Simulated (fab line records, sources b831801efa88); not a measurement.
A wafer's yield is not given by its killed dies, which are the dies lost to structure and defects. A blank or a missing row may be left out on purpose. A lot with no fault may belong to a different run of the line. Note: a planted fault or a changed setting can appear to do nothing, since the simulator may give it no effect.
Which tool is to blame? + flow gf180mcu + 11 lots with 31 wafers sampled at 6 steps, on a route of 602 steps

WHAT THE GAUGES SHOWED, per wafer
GF_MIM_RS_MEAS_10: measures by four-point-probe. Usual: for MIM_ALCU_RS the level is 0.1596 ohm/sq and the standard deviation is 0.0017.
| lot  | measured     | on           | MIM_ALCU_RS (ohm/sq) | flag |
|------|--------------|--------------|----------------------|------|
| L187 | day 24 10:37 | filmMetro-04 | 0.1630 0.1621 0.1602 |      |
| L189 | day 25 08:29 | filmMetro-02 | 0.1602 0.1615 0.1603 |      |
| L192 | day 26 10:46 | filmMetro-04 | 0.1577 0.1601 0.1592 |      |
| L193 | day 26 18:22 | filmMetro-04 | 0.1558 0.1591 0.1573 |      |
| L195 | day 27 13:26 | filmMetro-04 | 0.1592 0.1584 0.1577 |      |
| L196 | day 27 16:28 | filmMetro-04 | 0.1589 0.1606 0.1613 |      |
| L203 | day 29 23:38 | filmMetro-04 | 0.1614 0.2078        | OFF  |
| L205 | day 30 17:41 | filmMetro-02 | 0.1610 0.2064        | OFF  |
| L208 | day 31 07:29 | filmMetro-02 | 0.1591 0.1613 0.1606 |      |
| L209 | day 31 10:21 | filmMetro-04 | 0.1585 0.1596 0.1586 |      |
| L210 | day 31 20:11 | filmMetro-02 | 0.1604 0.1613 0.1576 |      |

GF_MIM_THK_MEAS_11: measures by xrf. Usual: for MIM_ALCU_THK the level is 202.2 nm and the standard deviation is 2.3.
| lot  | measured     | on           | MIM_ALCU_THK (nm) | flag |
|------|--------------|--------------|-------------------|------|
| L187 | day 24 10:43 | filmMetro-04 | 196.8 197.3 199.9 |      |
| L189 | day 25 08:36 | filmMetro-02 | 202.2 201.3 202.2 |      |
| L192 | day 26 10:53 | filmMetro-04 | 204.4 201.1 202.3 |      |
| L193 | day 26 18:28 | filmMetro-04 | 206.3 203.2 205.0 |      |
| L195 | day 27 13:33 | filmMetro-04 | 200.4 203.4 203.0 |      |
| L196 | day 27 16:34 | filmMetro-04 | 200.6 199.3 198.3 |      |
| L203 | day 29 23:45 | filmMetro-04 | 199.1 156.5       | OFF  |
| L205 | day 30 17:47 | filmMetro-02 | 202.1 158.7       | OFF  |
| L208 | day 31 07:35 | filmMetro-02 | 202.8 201.3 202.6 |      |
| L209 | day 31 10:28 | filmMetro-04 | 202.9 203.2 201.7 |      |
| L210 | day 31 20:19 | filmMetro-02 | 202.5 201.6 204.8 |      |

WHAT TOOL EACH LOT RAN ON (gives the tool, then ch and the chambers of the sampled wafers, and finally the start)
| lot  | GF_V4_SPUTTER_22            | GF_MIM_SPUTTER_01           | GF_MIM_CVD_05                   | GF_MIM_SPUTTER_08           |
|------|-----------------------------|-----------------------------|---------------------------------|-----------------------------|
| L187 | pvdSputter-02, day 24 09:32 | pvdSputter-01, day 24 10:16 | pecvd-02 ch 0,1,2, day 24 10:23 | pvdSputter-02, day 24 10:32 |
| L189 | pvdSputter-03, day 25 07:26 | pvdSputter-01, day 25 08:10 | pecvd-01 ch 0,2, day 25 08:17   | pvdSputter-02, day 25 08:25 |
| L192 | pvdSputter-02, day 26 09:43 | pvdSputter-04, day 26 10:26 | pecvd-04 ch 1,2, day 26 10:34   | pvdSputter-01, day 26 10:42 |
| L193 | pvdSputter-03, day 26 17:18 | pvdSputter-01, day 26 18:02 | pecvd-01 ch 0,2, day 26 18:09   | pvdSputter-04, day 26 18:17 |
| L195 | pvdSputter-02, day 27 12:23 | pvdSputter-01, day 27 13:07 | pecvd-04 ch 0,1,2, day 27 13:14 | pvdSputter-04, day 27 13:22 |
| L196 | pvdSputter-01, day 27 15:23 | pvdSputter-04, day 27 16:07 | pecvd-01 ch 0,2, day 27 16:14   | pvdSputter-02, day 27 16:22 |
| L203 | pvdSputter-02, day 29 22:31 | pvdSputter-01, day 29 23:15 | pecvd-04 ch 0,1, day 29 23:22   | pvdSputter-02, day 29 23:31 |
| L205 | pvdSputter-03, day 30 16:35 | pvdSputter-02, day 30 17:20 | pecvd-04 ch 2, day 30 17:28     | pvdSputter-02, day 30 17:36 |
| L208 | pvdSputter-02, day 31 06:23 | pvdSputter-01, day 31 07:07 | pecvd-01 ch 0,1, day 31 07:16   | pvdSputter-04, day 31 07:23 |
| L209 | pvdSputter-01, day 31 09:18 | pvdSputter-04, day 31 10:02 | pecvd-04 ch 0,1, day 31 10:10   | pvdSputter-01, day 31 10:17 |
| L210 | pvdSputter-03, day 31 19:07 | pvdSputter-02, day 31 19:52 | pecvd-04 ch 1,2, day 31 19:59   | pvdSputter-01, day 31 20:08 |
- GF_V4_SPUTTER_22: material TiN, target thk 10 nm, time 40 s.
- GF_MIM_SPUTTER_01: material TiN, target thk 30 nm, time 25 s.
- GF_MIM_CVD_05: deposits Si3N4, target thk 42 nm, time 29.086 s.
- GF_MIM_SPUTTER_08: material AlCu, target thk 200 nm, time 10.6 s.

WHAT THE TOOLS THEMSELVES READ (means of the sampled wafers that have a number; where no wafer has one, the mark that the record gives instead)
GF_V4_SPUTTER_22. Usual: chamberPressurePa 4.998 Pa, standard deviation 0.0098; throttleValvePct 30.0 %, standard deviation 0.64.
| lot  | tool          | chamberPressurePa (Pa) | throttleValvePct (%) | flag |
|------|---------------|------------------------|----------------------|------|
| L187 | pvdSputter-02 | 4.998                  | 29.8                 |      |
| L189 | pvdSputter-03 | 4.996                  | 29.1                 |      |
| L192 | pvdSputter-02 | 4.993                  | 30.0                 |      |
| L193 | pvdSputter-03 | 4.985                  | 30.7                 |      |
| L195 | pvdSputter-02 | 4.993                  | 29.8                 |      |
| L196 | pvdSputter-01 | 4.993                  | 30.0                 |      |
| L203 | pvdSputter-02 | 4.998                  | 29.8                 |      |
| L205 | pvdSputter-03 | 4.999                  | 30.1                 |      |
| L208 | pvdSputter-02 | 5.007                  | 30.5                 |      |
| L209 | pvdSputter-01 | 4.997                  | 29.3                 |      |
| L210 | pvdSputter-03 | 4.999                  | 30.1                 |      |

GF_MIM_SPUTTER_01. Usual: chamberPressurePa 0.4000 Pa, standard deviation 0.00077; throttleValvePct 29.9 %, standard deviation 0.71.
| lot  | tool          | chamberPressurePa (Pa) | throttleValvePct (%) | flag |
|------|---------------|------------------------|----------------------|------|
| L187 | pvdSputter-01 | 0.4000                 | 29.7                 |      |
| L189 | pvdSputter-01 | 0.4006                 | 29.7                 |      |
| L192 | pvdSputter-04 | 0.3999                 | 29.9                 |      |
| L193 | pvdSputter-01 | 0.3994                 | 29.7                 |      |
| L195 | pvdSputter-01 | 0.3994                 | 29.6                 |      |
| L196 | pvdSputter-04 | 0.3997                 | 30.7                 |      |
| L203 | pvdSputter-01 | 0.3998                 | 29.6                 |      |
| L205 | pvdSputter-02 | 0.3992                 | 30.4                 |      |
| L208 | pvdSputter-01 | 0.4001                 | 29.3                 |      |
| L209 | pvdSputter-04 | 0.3995                 | 30.0                 |      |
| L210 | pvdSputter-02 | 0.3998                 | 30.0                 |      |

GF_MIM_CVD_05. Usual: heaterPowerW at 640 W, with a standard deviation of 94.
| lot  | tool     | heaterPowerW (W) | flag |
|------|----------|------------------|------|
| L187 | pecvd-02 | 719              |      |
| L189 | pecvd-01 | 634              |      |
| L192 | pecvd-04 | 529              |      |
| L193 | pecvd-01 | 704              |      |
| L195 | pecvd-04 | 641              |      |
| L196 | pecvd-01 | 679              |      |
| L203 | pecvd-04 | 618              |      |
| L205 | pecvd-04 | 602              |      |
| L208 | pecvd-01 | 626              |      |
| L209 | pecvd-04 | 659              |      |
| L210 | pecvd-04 | 551              |      |

GF_MIM_SPUTTER_08. Usual: chamberPressurePa 0.4000 Pa, standard deviation 0.00079; throttleValvePct 30.1 %, standard deviation 0.75.
| lot  | tool          | chamberPressurePa (Pa) | throttleValvePct (%) | flag |
|------|---------------|------------------------|----------------------|------|
| L187 | pvdSputter-02 | 0.4000                 | 29.8                 |      |
| L189 | pvdSputter-02 | 0.3990                 | 29.8                 |      |
| L192 | pvdSputter-01 | 0.3993                 | 29.9                 |      |
| L193 | pvdSputter-04 | 0.4005                 | 31.2                 |      |
| L195 | pvdSputter-04 | 0.3992                 | 29.8                 |      |
| L196 | pvdSputter-02 | 0.4009                 | 29.9                 |      |
| L203 | pvdSputter-02 | 0.4000                 | 30.6                 |      |
| L205 | pvdSputter-02 | 0.4005                 | 30.4                 |      |
| L208 | pvdSputter-04 | 0.4010                 | 30.6                 |      |
| L209 | pvdSputter-01 | 0.4000                 | 29.7                 |      |
| L210 | pvdSputter-01 | 0.4003                 | 29.6                 |      |

THE ANSWER, worked out from the rows above alone
Rule: lot off if the mean of its wafers having a number is beyond 3 standard deviations from the usual mean. Also off: a lot with no number at a reading for which 4 or more lots have one. All remaining lots with rows at the step are treated as sound. After the gauges, taken in route order, come the tools' own readings; for these a lot's mean is taken, as printed above. The first step at which some lot is off is used, and at that step the reading that is off furthest; a lot without a number counts as furthest.
Off: L203, L205, at GF_MIM_RS_MEAS_10 (MIM_ALCU_RS).
A tool fits if, at a process step before that reading, it ran every lot that is off, and no sound lot after the first of them. Gauges at GF_MIM_RS_MEAS_10: tried the same way as those tools. One candidate fits, namely pvdSputter-02 at GF_MIM_SPUTTER_08. Its last sound lot is L196 (day 27 16:22), its first lot that is off L203 (day 29 23:31): a fault that began between those two fits.

WHAT THE SIMULATOR PUT IN
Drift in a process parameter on pvdSputter-02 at GF_MIM_SPUTTER_08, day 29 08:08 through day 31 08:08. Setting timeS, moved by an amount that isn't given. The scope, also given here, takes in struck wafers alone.
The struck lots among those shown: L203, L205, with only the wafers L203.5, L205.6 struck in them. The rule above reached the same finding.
